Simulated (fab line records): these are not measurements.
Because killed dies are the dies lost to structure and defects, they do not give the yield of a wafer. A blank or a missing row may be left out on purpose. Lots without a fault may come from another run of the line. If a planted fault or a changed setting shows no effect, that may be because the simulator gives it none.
What tool caused it? ; flow gf180mcu ; Sampling: 6 lots, 18 wafers, 2 of 602 route steps

WHAT THE GAUGES SHOWED, per wafer
GF_VT_IMPLANT_OVL_MEAS_07.
lot;measured;on;VT_IMPLANT_OVL (nm)
L406;day 6 03:39;overlay-01;0.8 1.2 1.5
L408;day 6 16:58;overlay-02;0.9 0.6 0.6
L410;day 7 03:16;overlay-02;-1.0 0.7 0.0
L413;day 7 21:25;overlay-02;1.6 1.7 2.6
L415;day 8 09:01;overlay-02;1.9 -0.4 1.7
L426;day 11 05:16;overlay-01;-0.4 -0.9 -0.5

WHICH TOOL RAN EACH LOT (tool, then ch and the chambers of the sampled wafers, then the start)
lot;GF_DNWELL_EXPOSE_04
L406;iline_stepper-02 ch 0, day 2 22:14
L408;iline_stepper-01 ch 0, day 3 09:43
L410;iline_stepper-01 ch 0, day 3 19:04
L413;iline_stepper-01 ch 0, day 4 12:04
L415;iline_stepper-02 ch 0, day 4 21:43
L426;iline_stepper-02 ch 0, day 7 06:45
- GF_DNWELL_EXPOSE_04: exposes mask DNWELL, target cd 1700 nm.

THE ANSWER, worked out from the rows above alone
Rule: usual is defined by the lots themselves. Put in order of their means at a reading, lots are off if they are a third of the lots or fewer, leave a main group of 4 or more, and stand apart from it by a gap of 3 or more times the standard deviation of the main group's means; of several such gaps the widest counts. Not used: any main group whose means are identical at the precision the tables above print for the reading. Also off: a lot with no number at a reading for which 4 or more lots have one. All remaining lots with rows at the step are treated as sound.
None of the lots is off at any reading shown; this tells nothing.

WHAT THE SIMULATOR HAD INSERTED
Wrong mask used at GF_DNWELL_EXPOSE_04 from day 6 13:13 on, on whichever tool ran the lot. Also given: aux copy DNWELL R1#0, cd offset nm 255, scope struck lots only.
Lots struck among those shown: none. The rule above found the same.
